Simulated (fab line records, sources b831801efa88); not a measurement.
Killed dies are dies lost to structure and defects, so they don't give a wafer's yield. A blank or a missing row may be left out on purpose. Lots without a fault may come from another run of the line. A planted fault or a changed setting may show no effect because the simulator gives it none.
Which tool did it? | flow sky130 | 13 lots, 39 wafers sampled, at 1 step of a route of 708

WHAT THE GAUGES READ, wafer by wafer
SKY_SONOS_ONO_THK_MEAS_05. Usual: SONOS_ONO_CVD_04_THK 5.74 nm, standard deviation 0.12.
lot  | measured     | on            | SONOS_ONO_CVD_04_THK (nm) | flag
L548 | day 11 13:26 | film_metro-01 | 5.80 5.93 5.75            |
L549 | day 12 01:08 | film_metro-02 | 5.63 5.76 5.77            |
L550 | day 12 12:12 | film_metro-04 | 5.96 5.99 5.97            |
L552 | day 13 02:00 | film_metro-01 | 5.62 5.58 5.54            |
L555 | day 13 22:15 | film_metro-01 | 5.69 5.64 5.77            |
L556 | day 14 04:23 | film_metro-02 | 5.61 5.72 5.65            |
L560 | day 15 16:59 | film_metro-02 | 5.97 5.84 5.90            |
L561 | day 15 20:54 | film_metro-04 | 5.55 5.61 5.50            |
L562 | day 16 08:45 | film_metro-02 | 5.63 5.69 5.59            |
L564 | day 17 14:20 | film_metro-01 | 5.81 5.74 5.85            |
L566 | day 17 15:35 | film_metro-01 | 5.74 5.68 5.72            |
L570 | day 18 20:13 | film_metro-01 | 5.65 5.71 5.73            |
L571 | day 19 09:32 | film_metro-02 | 5.70 5.87 5.71            |

WHICH TOOL RAN EACH LOT (tool, then ch and the chambers of the sampled wafers, then the start)
The record holds no process step before these readings.

WHAT THE TOOLS THEMSELVES READ (means of the sampled wafers that have a number; where no wafer has one, the mark that the record gives instead)
The record holds no such reading with a usual standard deviation.

THE ANSWER, worked out from the rows above alone
Rule: a lot is off if the mean of its wafers that have a number lies more than 3 standard deviations from the usual mean. A lot without any number at a reading at which 4 lots or more have one is off too. The other lots that the step has rows for count as sound. The gauges are gone through in route order, then the tools' own readings, and for those a lot's mean is taken as printed above. The first step at which some lot is off is used, and at that step the reading that is off furthest; a lot without a number counts as furthest.
No lot is off at any reading shown: from this, nothing can be told.

WHAT THE SIMULATOR HAD PUT IN
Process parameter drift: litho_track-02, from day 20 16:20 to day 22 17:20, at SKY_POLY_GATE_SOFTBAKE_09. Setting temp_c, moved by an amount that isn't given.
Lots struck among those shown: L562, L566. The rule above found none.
